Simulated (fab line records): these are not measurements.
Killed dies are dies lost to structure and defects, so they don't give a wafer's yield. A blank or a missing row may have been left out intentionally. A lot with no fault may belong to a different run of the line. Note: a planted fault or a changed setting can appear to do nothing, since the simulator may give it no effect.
Which tool did it? ; flow gf180mcu ; 72 wafers from 24 lots sampled at 6 of the route's 602 steps

## WHAT THE GAUGES READ, wafer by wafer
GF_V2_RS_MEAS_24: measurement is done with a four-point probe.
lot;measured;on;V2_W_RS (ohm/sq)
L074;day 19 23:53;film_metro-02;0.324 0.322 0.320
L075;day 20 15:43;film_metro-03;0.325 0.321 0.328
L076;day 21 01:08;film_metro-02;0.326 0.325 0.324
L077;day 21 05:49;film_metro-02;0.324 0.328 0.326
L078;day 21 21:48;film_metro-02;0.336 0.335 0.327
L079;day 22 04:20;film_metro-01;0.331 0.335 0.329
L080;day 22 07:46;film_metro-01;0.329 0.327 0.325
L081;day 23 05:52;film_metro-01;0.318 0.322 0.323
L082;day 23 06:46;film_metro-03;0.335 0.332 0.332
L083;day 23 12:28;film_metro-03;0.323 0.326 0.327
L084;day 24 04:13;film_metro-01;0.330 0.329 0.325
L085;day 24 10:59;film_metro-02;0.321 0.324 0.326
L086;day 24 18:46;film_metro-01;0.329 0.329 0.326
L087;day 25 02:13;film_metro-01;0.324 0.317 0.325
L088;day 25 12:20;film_metro-02;0.331 0.328 0.332
L089;day 25 19:46;film_metro-02;0.332 0.326 0.328
L090;day 25 23:47;film_metro-02;0.328 0.328 0.325
L091;day 26 09:10;film_metro-03;0.323 0.331 0.326
L092;day 26 14:49;film_metro-03;0.332 0.333 0.329
L093;day 26 20:37;film_metro-01;0.325 0.328 0.323
L094;day 27 01:40;film_metro-02;0.329 0.326 0.331
L095;day 27 11:36;film_metro-01;0.328 0.332 0.327
L096;day 27 20:01;film_metro-01;0.327 0.325 0.332
L097;day 28 02:10;film_metro-03;0.324 0.329 0.325

GF_M3_OVL_MEAS_15.
lot;measured;on;M3_OVL (nm)
L074;day 21 00:32;overlay-01;-7 -6 3
L075;day 21 16:14;overlay-02;-11 6 -5
L076;day 22 01:38;overlay-02;2 -8 0
L077;day 22 06:04;overlay-02;-3 -5 -4
L078;day 22 22:07;overlay-02;-4 -1 -3
L079;day 23 05:08;overlay-02;-6 2 3
L080;day 23 08:46;overlay-01;-11 -7 -8
L081;day 24 05:50;overlay-01;-7 -7 -1
L082;day 24 06:24;overlay-01;-10 -9 -11
L083;day 24 11:07;overlay-01;2 0 -7
L084;day 25 03:10;overlay-01;-4 -5 -4
L085;day 25 09:34;overlay-01;-1 -2 -2
L086;day 25 17:04;overlay-01;-8 6 1
L087;day 26 00:10;overlay-01;-1 -4 -5
L088;day 26 10:10;overlay-01;-10 -8 -12
L089;day 26 17:24;overlay-02;-6 -8 0
L090;day 26 21:02;overlay-01;3 -7 1
L091;day 27 05:50;overlay-02;-11 -6 3
L092;day 27 11:19;overlay-02;3 -8 -1
L093;day 27 16:58;overlay-01;-2 -6 -4
L094;day 27 22:10;overlay-02;1 0 0
L095;day 28 07:52;overlay-01;-12 -7 -6
L096;day 28 16:19;overlay-01;3 -4 3
L097;day 28 22:08;overlay-02;-14 -9 -3

GF_V4_THK_MEAS_25: measures by xrf.
lot;measured;on;V4_W_THK (nm)
L074;day 24 06:10;film_metro-02;368 370 363
L075;day 24 19:25;film_metro-02;369 364 365
L076;day 25 05:14;film_metro-01;372 374 360
L077;day 25 09:23;film_metro-01;361 357 358
L078;day 25 21:59;film_metro-01;360 356 370
L079;day 26 04:38;film_metro-03;362 364 371
L080;day 26 08:41;film_metro-02;358 355 362
L081;day 27 03:04;film_metro-02;360 365 361
L082;day 27 04:00;film_metro-02;364 365 359
L083;day 27 07:35;film_metro-02;360 357 357
L084;day 27 22:22;film_metro-01;364 364 372
L085;day 28 05:01;film_metro-01;360 362 364
L086;day 28 11:11;film_metro-01;363 365 372
L087;day 28 18:13;film_metro-02;366 360 370
L088;day 29 03:34;film_metro-01;363 365 362
L089;day 29 09:30;film_metro-01;364 363 359
L090;day 29 13:33;film_metro-01;360 369 369
L091;day 29 22:32;film_metro-03;357 367 363
L092;day 30 02:43;film_metro-02;362 365 369
L093;day 30 07:39;film_metro-02;369 367 351
L094;day 30 13:52;film_metro-03;364 367 361
L095;day 30 22:16;film_metro-03;363 361 364
L096;day 31 05:11;film_metro-01;367 363 367
L097;day 31 11:11;film_metro-03;359 362 362

GF_M5_OVL_MEAS_08.
lot;measured;on;M5_OVL (nm)
L074;day 26 02:41;overlay-02;6 -3 6
L075;day 26 14:56;overlay-02;5 11 4
L076;day 26 23:28;overlay-02;2 -5 2
L077;day 27 03:59;overlay-02;-3 -3 2
L078;day 27 15:57;overlay-02;8 -1 10
L079;day 27 22:49;overlay-02;6 16 10
L080;day 28 01:46;overlay-01;3 7 13
L081;day 28 20:10;overlay-02;1 4 7
L082;day 28 20:50;overlay-01;-2 -1 7
L083;day 29 01:04;overlay-02;13 9 5
L084;day 29 13:46;overlay-02;6 4 6
L085;day 29 21:02;overlay-02;5 10 13
L086;day 30 02:01;overlay-02;3 7 11
L087;day 30 08:03;overlay-02;2 11 12
L088;day 30 18:16;overlay-02;-1 -4 0
L089;day 30 23:16;overlay-02;15 11 15
L090;day 31 02:55;overlay-02;3 7 5
L091;day 31 11:46;overlay-02;1 4 3
L092;day 31 16:17;overlay-01;7 2 2
L093;day 31 19:53;overlay-02;14 13 21
L094;day 32 01:36;overlay-01;0 3 6
L095;day 32 09:42;overlay-02;0 3 4
L096;day 32 15:52;overlay-02;12 13 12
L097;day 32 20:28;overlay-01;15 17 10

GF_TOP_METAL_RS_MEAS_05: measurement is done with a four-point probe.
lot;measured;on;TOP_METAL_ALCU_RS (ohm/sq)
L074;day 27 02:48;film_metro-04;0.0333 0.0333 0.0329
L075;day 27 14:20;film_metro-02;0.0331 0.0331 0.0329
L076;day 27 22:53;film_metro-03;0.0329 0.0321 0.0326
L077;day 28 03:13;film_metro-04;0.0329 0.0322 0.0327
L078;day 28 15:14;film_metro-03;0.0325 0.0332 0.0329
L079;day 28 22:08;film_metro-02;0.0328 0.0328 0.0324
L080;day 29 00:54;film_metro-04;0.0333 0.0331 0.0329
L081;day 29 18:43;film_metro-04;0.0326 0.0324 0.0327
L082;day 29 19:07;film_metro-04;0.0327 0.0327 0.0329
L083;day 29 23:09;film_metro-02;0.0329 0.0325 0.0324
L084;day 30 11:13;film_metro-04;0.0326 0.0322 0.0328
L085;day 30 18:14;film_metro-04;0.0330 0.0328 0.0329
L086;day 30 23:00;film_metro-03;0.0325 0.0328 0.0322
L087;day 31 04:53;film_metro-04;0.0326 0.0319 0.0323
L088;day 31 14:38;film_metro-03;0.0332 0.0330 0.0335
L089;day 31 20:16;film_metro-04;0.0328 0.0328 0.0324
L090;day 31 23:43;film_metro-02;0.0324 0.0322 0.0322
L091;day 32 09:49;film_metro-02;0.0324 0.0324 0.0326
L092;day 32 13:46;film_metro-02;0.0326 0.0325 0.0326
L093;day 32 16:44;film_metro-02;0.0329 0.0332 0.0329
L094;day 32 19:52;film_metro-04;0.0325 0.0329 0.0326
L095;day 33 06:55;film_metro-02;0.0332 0.0333 0.0336
L096;day 33 12:56;film_metro-02;0.0329 0.0325 0.0328
L097;day 33 16:31;film_metro-03;0.0325 0.0334 0.0334

## WHICH TOOL RAN EACH LOT (tool, then ch and the chambers of the sampled wafers, then the start)
lot;GF_V3_STRIP_18
L074;plasma_asher-04 ch 0,1, day 22 02:03
L075;plasma_asher-02 ch 0,1, day 22 17:43
L076;plasma_asher-01 ch 0,1, day 23 03:14
L077;plasma_asher-02 ch 0,1, day 23 07:19
L078;plasma_asher-04 ch 0,1, day 23 23:02
L079;plasma_asher-01 ch 1, day 24 05:38
L080;plasma_asher-01 ch 1, day 24 09:41
L081;plasma_asher-01 ch 0,1, day 25 05:49
L082;plasma_asher-04 ch 0,1, day 25 06:08
L083;plasma_asher-02 ch 0,1, day 25 10:47
L084;plasma_asher-01 ch 0, day 26 01:25
L085;plasma_asher-02 ch 0,1, day 26 08:19
L086;plasma_asher-01 ch 0,1, day 26 15:26
L087;plasma_asher-01 ch 0,1, day 26 22:01
L088;plasma_asher-04 ch 1, day 27 07:44
L089;plasma_asher-01 ch 0,1, day 27 14:43
L090;plasma_asher-04 ch 0,1, day 27 18:35
L091;plasma_asher-01 ch 1, day 28 03:29
L092;plasma_asher-04 ch 0,1, day 28 08:25
L093;plasma_asher-01 ch 0,1, day 28 14:46
L094;plasma_asher-02 ch 0,1, day 28 19:59
L095;plasma_asher-02 ch 0,1, day 29 04:40
L096;plasma_asher-04 ch 0,1, day 29 13:07
L097;plasma_asher-02 ch 0,1, day 29 18:35
- GF_V3_STRIP_18: strips in O2/N2.

## WHAT THE TOOLS THEMSELVES READ (means of the sampled wafers that have a number; where no wafer has one, the mark that the record gives instead)
GF_V3_STRIP_18.
lot;tool;drypump_motor_current_A (A);heater_power_w (W);oes_product_au (a.u.)
L074;plasma_asher-04;6.1;366;0.596
L075;plasma_asher-02;6.1;354;0.592
L076;plasma_asher-01;5.6;362;0.599
L077;plasma_asher-02;6.1;335;0.590
L078;plasma_asher-04;5.9;372;0.591
L079;plasma_asher-01;5.3;341;0.599
L080;plasma_asher-01;5.3;340;0.594
L081;plasma_asher-01;5.5;351;0.593
L082;plasma_asher-04;6.1;367;0.593
L083;plasma_asher-02;6.1;352;0.593
L084;plasma_asher-01;5.8;372;0.595
L085;plasma_asher-02;6.1;329;0.598
L086;plasma_asher-01;5.5;355;0.593
L087;plasma_asher-01;5.5;358;0.596
L088;plasma_asher-04;5.8;382;0.594
L089;plasma_asher-01;5.6;363;0.595
L090;plasma_asher-04;5.9;371;0.593
L091;plasma_asher-01;5.3;337;0.596
L092;plasma_asher-04;5.9;372;0.598
L093;plasma_asher-01;5.5;354;0.603
L094;plasma_asher-02;6.1;352;0.592
L095;plasma_asher-02;6.1;330;0.595
L096;plasma_asher-04;6.1;369;0.595
L097;plasma_asher-02;6.1;354;0.600

## THE ANSWER, worked out from the rows above alone
Rule: the lots themselves supply what counts as usual. Put in order of their means at a reading, lots are off if they are a third of the lots or fewer, leave a main group of 4 or more, and stand apart from it by a gap of 3 or more times the standard deviation of the main group's means; of several such gaps the widest counts. Not used: any main group whose means are identical at the precision the tables above print for the reading. A lot without any number at a reading at which 4 lots or more have one is off too. The other lots that the step has rows for count as sound. First the gauges in route order, then the tools' own readings, where a lot's mean is used as printed above. The first step at which some lot is off is used, and at that step the reading that is off furthest; a lot without a number counts as furthest.
Across all readings shown, no lot is off: no conclusion can be drawn from this.

## WHAT HAD BEEN PUT IN BY THE SIMULATOR
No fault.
